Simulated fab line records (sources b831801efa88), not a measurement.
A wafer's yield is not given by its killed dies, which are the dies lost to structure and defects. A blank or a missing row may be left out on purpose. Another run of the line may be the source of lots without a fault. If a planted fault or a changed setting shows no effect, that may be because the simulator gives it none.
The tool behind it: which one? -- flow sky130 -- 14 lots, 42 wafers sampled, at 5 steps of a route of 708

WHAT EACH GAUGE READ, for each wafer
SKY_FIELD_ISO_THK_MEAS_23.
lot,measured,on,FIELD_ISO_OXIDATION_01_THK (nm)
L923,day 2 10:51,filmMetro-02,10.15 10.17 10.29
L924,day 2 16:31,filmMetro-02,9.92 9.97 10.02
L925,day 2 17:39,filmMetro-03,10.03 10.07 10.19
L927,day 3 04:46,filmMetro-02,9.83 9.81 10.02
L934,day 4 17:15,filmMetro-03,10.12 10.09 10.12
L935,day 4 21:16,filmMetro-03,9.80 9.76 10.08
L938,day 5 14:39,filmMetro-04,10.04 10.31 10.15
L939,day 5 22:07,filmMetro-03,10.00 10.12 10.15
L940,day 5 23:18,filmMetro-04,10.00 9.80 9.98
L941,day 6 09:59,filmMetro-02,10.00 9.91 9.90
L942,day 6 10:18,filmMetro-04,9.96 9.85 9.88
L944,day 6 20:11,filmMetro-04,9.76 9.90 9.68
L945,day 7 02:01,filmMetro-02,9.96 10.17 10.07
L946,day 7 06:40,filmMetro-02,9.75 9.71 9.83

SKY_NWELL_RS_MEAS_29: uses a four-point probe to measure.
lot,measured,on,NWELL_RS (ohm/sq)
L923,day 5 12:53,filmMetro-02,627.7 626.4 627.0
L924,day 5 19:37,filmMetro-02,628.8 628.6 628.4
L925,day 5 19:42,filmMetro-01,624.8 625.5 626.0
L927,day 6 09:04,filmMetro-02,626.0 626.2 627.1
L934,day 8 04:10,filmMetro-02,653.6 652.6 652.8
L935,day 8 09:36,filmMetro-01,651.9 654.2 652.4
L938,day 9 04:30,filmMetro-04,625.0 625.2 625.5
L939,day 9 16:49,filmMetro-02,628.4 627.1 628.1
L940,day 9 18:19,filmMetro-02,625.6 626.2 626.8
L941,day 10 07:15,filmMetro-04,624.7 626.0 626.2
L942,day 10 05:27,filmMetro-01,623.7 624.0 622.9
L944,day 10 15:48,filmMetro-01,627.3 626.3 627.7
L945,day 10 21:22,filmMetro-02,626.3 625.3 625.6
L946,day 11 04:51,filmMetro-01,622.7 623.1 622.6

SKY_VT_ADJUST_LVTN_OVL_MEAS_18.
lot,measured,on,VT_ADJUST_LVTN_01_OVL (nm)
L923,day 7 23:30,overlay-01,0.4 -1.3 0.5
L924,day 8 06:52,overlay-01,-1.0 -1.7 -1.2
L925,day 8 08:15,overlay-01,0.1 0.3 -2.5
L927,day 8 22:31,overlay-01,0.0 -0.8 1.5
L938,day 12 02:00,overlay-02,-0.8 1.6 -1.0
L939,day 12 16:30,overlay-02,1.2 -1.0 -0.9
L940,day 12 17:55,overlay-01,-2.0 1.3 -0.8
L941,day 13 07:40,overlay-02,2.4 2.0 1.8
L942,day 13 06:03,overlay-01,1.1 0.6 1.5
L944,day 13 16:54,overlay-02,-0.5 1.6 2.2
L945,day 13 23:49,overlay-02,-4.3 -2.2 -3.1
L946,day 14 07:28,overlay-01,1.7 1.2 3.6

SKY_VT_ADJUST_LVTN_TW_MEAS_21.
lot,measured,on,VT_ADJUST_LVTN_2_TW
L923,day 7 23:47,filmMetro-01,185.8 186.1 185.5
L924,day 8 07:10,filmMetro-01,187.5 186.7 185.6
L925,day 8 08:32,filmMetro-01,185.7 185.3 185.9
L927,day 8 22:49,filmMetro-01,185.3 184.7 186.3
L938,day 12 02:17,filmMetro-01,186.5 184.9 185.7
L939,day 12 16:47,filmMetro-01,186.3 186.9 186.5
L940,day 12 18:12,filmMetro-01,186.4 187.0 187.1
L941,day 13 07:57,filmMetro-03,186.6 186.5 187.3
L942,day 13 06:20,filmMetro-01,187.2 186.0 185.5
L944,day 13 17:11,filmMetro-03,186.7 188.4 186.7
L945,day 14 00:07,filmMetro-01,187.8 187.4 187.6
L946,day 14 07:45,filmMetro-03,187.8 187.6 187.1

TOOL THAT RAN EACH LOT (tool first, then ch and the chambers of the sampled wafers, then the start)
lot,SKY_NWELL_IMPLANT_13
L923,"implanter-01 ch 0, day 4 18:35"
L924,"implanter-02 ch 0, day 5 00:34"
L925,"implanter-01 ch 0, day 5 00:53"
L927,"implanter-01 ch 0, day 5 14:07"
L934,"implanter-03, day 7 07:13"
L935,"implanter-01, day 7 12:11"
L938,"implanter-03 ch 0, day 8 06:32"
L939,"implanter-01 ch 0, day 8 18:20"
L940,"implanter-03 ch 0, day 8 19:19"
L941,"implanter-03 ch 0, day 9 07:47"
L942,"implanter-01 ch 0, day 9 06:47"
L944,"implanter-02 ch 0, day 9 16:32"
L945,"implanter-03 ch 0, day 9 21:52"
L946,"implanter-01 ch 0, day 10 04:56"
- SKY_NWELL_IMPLANT_13

WHAT THE TOOLS THEMSELVES READ (means of the sampled wafers that have a number; where no wafer has one, the mark that the record gives instead)
SKY_NWELL_IMPLANT_13.
lot,tool,beamEnergyKeV,beamOnS (s),faradayCurrentUA
L923,implanter-01,49.998,10.11,3.89
L924,implanter-02,50.006,9.98,3.95
L925,implanter-01,50.013,9.92,3.97
L927,implanter-01,49.996,10.05,3.93
L934,implanter-03,-,-,-
L935,implanter-01,-,-,-
L938,implanter-03,49.985,9.85,4.00
L939,implanter-01,49.998,9.94,3.97
L940,implanter-03,50.000,10.25,3.86
L941,implanter-03,50.015,9.88,3.99
L942,implanter-01,50.008,9.78,4.03
L944,implanter-02,49.995,9.89,3.99
L945,implanter-03,49.996,10.02,3.93
L946,implanter-01,50.022,9.84,4.00

THE ANSWER, worked out from the rows above alone
Rule: usual is defined by the lots themselves. The widest of any qualifying gaps counts: lots, ordered by their means at a reading, are off when they make up no more than a third of the lots, leave a main group of 4 or more, and stand apart from it by 3 or more times the standard deviation of that group's means. If all means in a main group match to the digits the tables above print for the reading, that group is not used. Also off: a lot with no number at a reading for which 4 or more lots have one. The other lots that the step has rows for count as sound. First the gauges in route order, then the tools' own readings, where a lot's mean is used as printed above. The first step at which some lot is off is used, and at that step the reading that is off furthest; a lot without a number counts as furthest.
Off: at SKY_NWELL_RS_MEAS_29 (NWELL_RS), L934, L935. The main group has a mean of 626.0 ohm/sq with a standard deviation of 1.6.
A tool fits if, at a process step before that reading, it ran every lot that is off, and no sound lot after the first of them. Not tried: the gauges at SKY_NWELL_RS_MEAS_29; whatever is off there is also off at SKY_NWELL_IMPLANT_13, on other tools, and gauge error can't account for it. Of those tried, none fits.

WHAT THE SIMULATOR HAD PUT IN
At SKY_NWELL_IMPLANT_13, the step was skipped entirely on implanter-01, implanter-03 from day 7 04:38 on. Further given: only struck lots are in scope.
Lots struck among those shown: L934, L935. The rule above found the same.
